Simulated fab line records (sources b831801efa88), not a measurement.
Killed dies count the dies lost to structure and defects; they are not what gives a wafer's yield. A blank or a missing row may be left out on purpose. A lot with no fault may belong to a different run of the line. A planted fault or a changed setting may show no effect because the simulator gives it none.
fab line records ; flow gf180mcu
record: lots: 7; wafers: 21; last_day: 34
route steps=602 shown TOP_METAL@568
lots untouched by any fault: they come from a run of this same line in which no faults occurred
start_h: start of the lot's first displayed wafer, in hours after the record's first day ; wait_h: how many hours have passed since the lot's step before this one ; " unchanged from the row above ; L1.1+2: several wafers, shown together as one row ; - no value, or no start was given ; * or withheld: withheld ; < > ~ a bound
route shown NAME@n: a module of which the file shows steps, and the number in the route of the first ; usual: average and standard deviation across the fault-free wafers ; same: alike in all rows ; chamber/n: place in a boat ; sites: per-site readings ; _std_site: their standard deviation ; _edge_site: the outer-site mean with the inner-site mean subtracted ; radius_mm: how far each site lies from the wafer's centre ; mask NAME#n: copy n ; behind: the most recent tool/chamber to have shaped the wafer ; hold: reason for holding the lot/hours on hold/outcome of the hold ; device: names the non-switching transistor (n, p or np) ; end of line: the route-end tests of the same wafers ; a step with no rows: only its recipe ; killed: count of dies lost to structure and defects at first sort (not the wafer's yield) ; map: a wafer's dies, marking killed ones x, the rest . and places with no die _
set.NAME: the setting that was run; set.NAME@STEP: the one run at that earlier step ; model.NAME: the simulator's own value behind a step, which no gauge read
lots seen at some steps along the route; tables by step, rows by wafer
services: when a tool's chamber went out of use (start_h, in hours from the record's first day, below 0 if earlier), for how many hours, and the reason
== steps ==
step: GF_TOP_METAL_SPUTTER_01
recipe: material: TiN; target_thk_nm: 30; power_w: 6500; time_s: 25; chamber_pressure_pa: 0.4
usual: throttle_valve_pct: 29.8/0.87
lot.wafer;tool;chamber;start_h;wait_h;throttle_valve_pct
L822.3;pvd_sputter-01;-;653.15;0.1;29.6
L822.4;pvd_sputter-01;-;653.15;0.1;30.8
L822.6;pvd_sputter-01;-;653.15;0.1;29.2
L833.2;pvd_sputter-03;-;728.68;0.1;29.7
L833.3;pvd_sputter-03;-;728.68;0.1;30.1
L833.4;pvd_sputter-03;-;728.68;0.1;30.0
L834.3;pvd_sputter-03;-;730.58;0.1;31.0
L834.4;pvd_sputter-03;-;730.58;0.1;30.3
L834.5;pvd_sputter-03;-;730.58;0.1;31.0
L835.3;pvd_sputter-03;-;734.97;0.1;30.4
L835.4;pvd_sputter-03;-;734.97;0.1;29.5
L835.5;pvd_sputter-03;-;734.97;0.1;29.9
L839.1;pvd_sputter-01;-;764.57;0.1;28.9
L839.4;pvd_sputter-01;-;764.57;0.1;30.7
L839.5;pvd_sputter-01;-;764.57;0.1;29.0
L840.2;pvd_sputter-04;-;765.93;0.1;28.5
L840.3;pvd_sputter-04;-;765.93;0.1;30.1
L840.5;pvd_sputter-04;-;765.93;0.1;30.4
L841.3;pvd_sputter-01;-;779.14;0.1;29.7
L841.4;pvd_sputter-01;-;779.14;0.1;30.9
L841.5;pvd_sputter-01;-;779.14;0.1;29.1
step: GF_TOP_METAL_SPUTTER_02
recipe: material: AlCu; target_thk_nm: 900; power_w: 10600; chamber_pressure_pa: 0.3; substrate_temp_c: 250; gas: Ar; time_s: 47.82
usual: throttle_valve_pct: 29.8/0.87
lot.wafer;tool;chamber;start_h;wait_h;throttle_valve_pct
L822.3;pvd_sputter-01;-;653.18;0.0;29.6
L822.4;pvd_sputter-01;-;653.18;0.0;31.0
L822.6;pvd_sputter-01;-;653.18;0.0;29.6
L833.2;pvd_sputter-03;-;728.71;0.0;29.9
L833.3;pvd_sputter-03;-;728.71;0.0;30.2
L833.4;pvd_sputter-03;-;728.71;0.0;29.6
L834.3;pvd_sputter-03;-;730.61;0.0;31.2
L834.4;pvd_sputter-03;-;730.61;0.0;29.9
L834.5;pvd_sputter-03;-;730.61;0.0;30.6
L835.3;pvd_sputter-03;-;735.00;0.0;30.3
L835.4;pvd_sputter-03;-;735.00;0.0;29.8
L835.5;pvd_sputter-03;-;735.00;0.0;29.9
L839.1;pvd_sputter-01;-;764.60;0.0;29.2
L839.4;pvd_sputter-01;-;764.60;0.0;30.9
L839.5;pvd_sputter-01;-;764.60;0.0;29.1
L840.2;pvd_sputter-04;-;765.96;0.0;28.4
L840.3;pvd_sputter-04;-;765.96;0.0;30.1
L840.5;pvd_sputter-04;-;765.96;0.0;30.0
L841.3;pvd_sputter-01;-;779.17;0.0;29.9
L841.4;pvd_sputter-01;-;779.17;0.0;30.8
L841.5;pvd_sputter-01;-;779.17;0.0;29.3
step: GF_TOP_METAL_SPUTTER_03
recipe: material: Ti; target_thk_nm: 5; substrate_temp_c: 300; chamber_pressure_pa: 0.3; power_w: 3000; time_s: 3.3
usual: throttle_valve_pct: 29.8/0.87
lot.wafer;tool;chamber;start_h;wait_h;throttle_valve_pct
L822.3;pvd_sputter-01;-;653.23;0.0;29.7
L822.4;pvd_sputter-01;-;653.23;0.0;30.7
L822.6;pvd_sputter-01;-;653.23;0.0;29.5
L833.2;pvd_sputter-03;-;728.76;0.0;29.8
L833.3;pvd_sputter-03;-;728.76;0.0;30.1
L833.4;pvd_sputter-03;-;728.76;0.0;30.0
L834.3;pvd_sputter-03;-;730.66;0.0;31.0
L834.4;pvd_sputter-03;-;730.66;0.0;30.1
L834.5;pvd_sputter-03;-;730.66;0.0;30.8
L835.3;pvd_sputter-03;-;735.04;0.0;30.1
L835.4;pvd_sputter-03;-;735.04;0.0;29.8
L835.5;pvd_sputter-03;-;735.04;0.0;29.9
L839.1;pvd_sputter-01;-;764.64;0.0;29.2
L839.4;pvd_sputter-01;-;764.64;0.0;30.7
L839.5;pvd_sputter-01;-;764.64;0.0;29.2
L840.2;pvd_sputter-04;-;766.01;0.0;28.6
L840.3;pvd_sputter-04;-;766.01;0.0;30.2
L840.5;pvd_sputter-04;-;766.01;0.0;29.9
L841.3;pvd_sputter-01;-;779.21;0.0;29.7
L841.4;pvd_sputter-01;-;779.21;0.0;30.8
L841.5;pvd_sputter-01;-;779.21;0.0;29.1
step: GF_TOP_METAL_SPUTTER_04
recipe: material: TiN; target_thk_nm: 25; power_w: 6500; time_s: 20.8; chamber_pressure_pa: 0.4
usual: throttle_valve_pct: 29.8/0.86
lot.wafer;tool;chamber;start_h;wait_h;throttle_valve_pct
L822.3;pvd_sputter-01;-;653.25;0.0;29.9
L822.4;pvd_sputter-01;-;653.25;0.0;30.8
L822.6;pvd_sputter-01;-;653.25;0.0;29.5
L833.2;pvd_sputter-03;-;728.77;0.0;29.6
L833.3;pvd_sputter-03;-;728.77;0.0;30.1
L833.4;pvd_sputter-03;-;728.77;0.0;30.0
L834.3;pvd_sputter-03;-;730.67;0.0;31.0
L834.4;pvd_sputter-03;-;730.67;0.0;30.0
L834.5;pvd_sputter-03;-;730.67;0.0;30.7
L835.3;pvd_sputter-03;-;735.06;0.0;30.2
L835.4;pvd_sputter-03;-;735.06;0.0;29.7
L835.5;pvd_sputter-03;-;735.06;0.0;29.8
L839.1;pvd_sputter-01;-;764.66;0.0;29.0
L839.4;pvd_sputter-01;-;764.66;0.0;30.7
L839.5;pvd_sputter-01;-;764.66;0.0;29.0
L840.2;pvd_sputter-04;-;766.02;0.0;28.2
L840.3;pvd_sputter-04;-;766.02;0.0;30.3
L840.5;pvd_sputter-04;-;766.02;0.0;30.4
L841.3;pvd_sputter-01;-;779.23;0.0;29.7
L841.4;pvd_sputter-01;-;779.23;0.0;30.6
L841.5;pvd_sputter-01;-;779.23;0.0;28.9
step: GF_TOP_METAL_RS_MEAS_05
recipe: thk_meas_gauge: four-point-probe; reads: TiN_of_TOP_METAL_SPUTTER_04+Ti_of_TOP_METAL_SPUTTER_03+AlCu_of_TOP_METAL_SPUTTER_02+TiN_of_TOP_METAL_SPUTTER_01+Ti_of_TOP_METAL_SPUTTER_00
usual: TOP_METAL_ALCU_RS: 0.0329/0.00033
lot.wafer;tool;chamber;start_h;wait_h;TOP_METAL_ALCU_RS[ohm/sq]
L822.3;film_metro-03;-;653.37;0.1;0.0328
L822.4;film_metro-03;-;653.37;0.1;0.0330
L822.6;film_metro-03;-;653.37;0.1;0.0328
L833.2;film_metro-02;-;728.82;0.0;0.0328
L833.3;film_metro-02;-;728.82;0.0;0.0329
L833.4;film_metro-02;-;728.82;0.0;0.0329
L834.3;film_metro-02;-;730.74;0.1;0.0328
L834.4;film_metro-02;-;730.74;0.1;0.0328
L834.5;film_metro-02;-;730.74;0.1;0.0324
L835.3;film_metro-02;-;735.13;0.1;0.0328
L835.4;film_metro-02;-;735.13;0.1;0.0328
L835.5;film_metro-02;-;735.13;0.1;0.0325
L839.1;film_metro-02;-;764.69;0.0;0.0328
L839.4;film_metro-02;-;764.69;0.0;0.0326
L839.5;film_metro-02;-;764.69;0.0;0.0326
L840.2;film_metro-03;-;766.07;0.0;0.0332
L840.3;film_metro-03;-;766.07;0.0;0.0332
L840.5;film_metro-03;-;766.07;0.0;0.0332
L841.3;film_metro-02;-;779.30;0.1;0.0331
L841.4;film_metro-02;-;779.30;0.1;0.0332
L841.5;film_metro-02;-;779.30;0.1;0.0334
step: GF_TOP_METAL_THK_MEAS_06
recipe: thk_meas_gauge: xrf; reads: AlCu_of_TOP_METAL_SPUTTER_02
usual: TOP_METAL_ALCU_THK: 880/9.6
lot.wafer;tool;chamber;start_h;wait_h;TOP_METAL_ALCU_THK[nm]
L822.3;film_metro-03;-;653.47;0.1;888
L822.4;film_metro-03;-;653.47;0.1;881
L822.6;film_metro-03;-;653.47;0.1;889
L833.2;film_metro-02;-;728.93;0.1;884
L833.3;film_metro-02;-;728.93;0.1;876
L833.4;film_metro-02;-;728.93;0.1;883
L834.3;film_metro-02;-;730.84;0.1;880
L834.4;film_metro-02;-;730.84;0.1;879
L834.5;film_metro-02;-;730.84;0.1;892
L835.3;film_metro-02;-;735.23;0.1;875
L835.4;film_metro-02;-;735.23;0.1;880
L835.5;film_metro-02;-;735.23;0.1;886
L839.1;film_metro-02;-;764.81;0.1;881
L839.4;film_metro-02;-;764.81;0.1;893
L839.5;film_metro-02;-;764.81;0.1;885
L840.2;film_metro-03;-;766.18;0.1;873
L840.3;film_metro-03;-;766.18;0.1;876
L840.5;film_metro-03;-;766.18;0.1;875
L841.3;film_metro-02;-;779.40;0.1;871
L841.4;film_metro-02;-;779.40;0.1;873
L841.5;film_metro-02;-;779.40;0.1;862
step: GF_TOP_METAL_DEHYDRATE_07
recipe: temp_c: 200; time_s: 60
step: GF_TOP_METAL_HMDS_08
recipe: prime_time_s: 60; prime_temp_c: 120
step: GF_TOP_METAL_COAT_09
recipe: resist: NOVOLAK; spin_rpm: 3000; resist_thk_nm: 1500
step: GF_TOP_METAL_SOFTBAKE_10
recipe: temp_c: 90; time_s: 60; resist: NOVOLAK
step: GF_TOP_METAL_EXPOSE_11
recipe: mask_id: MetalTop; target_cd_nm: 440; na: 0.6; source_shape: conventional; sigma_outer: 0.6; dose_mj: 170
step: GF_TOP_METAL_PEB_12
recipe: temp_c: withheld; time_s: *; resist: NOVOLAK
step: GF_TOP_METAL_DEVELOP_13
recipe: develop_time_s: 60; dev_temp_c: 23
usual: chill_plate_temp_C: 23.00/0.1; develop_time_s: 60/0; resist_line_temp_C: 23.02/0.099
lot.wafer;tool;chamber;start_h;wait_h;chill_plate_temp_C;develop_time_s;resist_line_temp_C
L822.3;litho_track-03;0;672.99;0.1;22.83;60;23.01
L822.4;litho_track-03;0;672.99;0.1;22.99;60;22.97
L822.6;litho_track-03;0;672.99;0.1;23.09;60;23.07
L833.2;litho_track-01;-;746.03;0.1;-;-;-
L833.3;litho_track-01;-;746.03;0.1;-;-;-
L833.4;litho_track-01;-;746.03;0.1;-;-;-
L834.3;litho_track-02;-;747.05;0.1;-;-;-
L834.4;litho_track-02;-;747.05;0.1;-;-;-
L834.5;litho_track-02;-;747.05;0.1;-;-;-
L835.3;litho_track-03;-;751.04;0.1;-;-;-
L835.4;litho_track-03;-;751.04;0.1;-;-;-
L835.5;litho_track-03;-;751.04;0.1;-;-;-
L839.1;litho_track-03;0;779.74;0.1;22.89;60;22.97
L839.4;litho_track-03;0;779.74;0.1;22.91;60;22.98
L839.5;litho_track-03;0;779.74;0.1;22.96;60;22.88
L840.2;litho_track-02;0;780.38;0.1;23.21;60;22.93
L840.3;litho_track-02;0;780.38;0.1;23.32;60;22.97
L840.5;litho_track-02;0;780.38;0.1;23.04;60;22.98
L841.3;litho_track-01;0;794.50;0.1;23.01;60;23.33
L841.4;litho_track-01;0;794.50;0.1;22.79;60;23.26
L841.5;litho_track-01;0;794.50;0.1;22.92;60;23.22
step: GF_TOP_METAL_CD_MEAS_14
recipe: target_cd_nm: 440
usual: cd_nm: 441.0/1.7
lot.wafer;tool;chamber;start_h;wait_h;cd_nm
L822.3;cd_sem-02;-;673.13;0.1;439.9
L822.4;cd_sem-02;-;673.13;0.1;438.0
L822.6;cd_sem-02;-;673.13;0.1;438.2
L833.2;cd_sem-02;-;746.17;0.1;-
L833.3;cd_sem-02;-;746.17;0.1;-
L833.4;cd_sem-02;-;746.17;0.1;-
L834.3;cd_sem-02;-;747.19;0.1;-
L834.4;cd_sem-02;-;747.19;0.1;-
L834.5;cd_sem-02;-;747.19;0.1;-
L835.3;cd_sem-02;-;751.18;0.1;-
L835.4;cd_sem-02;-;751.18;0.1;-
L835.5;cd_sem-02;-;751.18;0.1;-
L839.1;cd_sem-02;-;779.89;0.1;442.7
L839.4;cd_sem-02;-;779.89;0.1;444.1
L839.5;cd_sem-02;-;779.89;0.1;442.5
L840.2;cd_sem-01;-;780.52;0.1;438.2
L840.3;cd_sem-01;-;780.52;0.1;439.5
L840.5;cd_sem-01;-;780.52;0.1;440.3
L841.3;cd_sem-01;-;794.64;0.1;440.7
L841.4;cd_sem-01;-;794.64;0.1;442.1
L841.5;cd_sem-01;-;794.64;0.1;441.0
== services ==
tool;chamber;start_h;hours;kind
pvd_sputter-04;-;665.72;1.5;repair
pvd_sputter-04;-;678.08;4.6;repair
pvd_sputter-04;-;717.31;0.8;repair
pvd_sputter-01;-;730.43;13.4;repair
== key ==
first_sign: step: GF_TOP_METAL_DEVELOP_13; reading: tool_record; direction: missing
effect none on later readings
met_at GF_TOP_METAL_DEVELOP_13
struck_wafers L833.2,L833.3,L833.4,L834.3,L834.4,L834.5,L835.3,L835.4,L835.5
later_rows_left_out L833.2,L833.3,L833.4,L834.3,L834.4,L834.5,L835.3,L835.4,L835.5
sort_left_out L833.2,L833.3,L833.4,L834.3,L834.4,L834.5,L835.3,L835.4,L835.5
onset_between 672.99 746.03
fault: kind: skipped_step_whole; tool: litho_track-01,litho_track-02,litho_track-03; chamber: -; onset_h: 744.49; steps: GF_TOP_METAL_DEVELOP_13; scope: struck_lots_only
sort_left_out: the simulated sort isn't trusted on such a fault, so these wafers' sort isn't shown, and their yield isn't known
later_rows_left_out: the simulator's readings of these wafers behind a module that went badly wrong aren't trusted and aren't shown, but for the sort
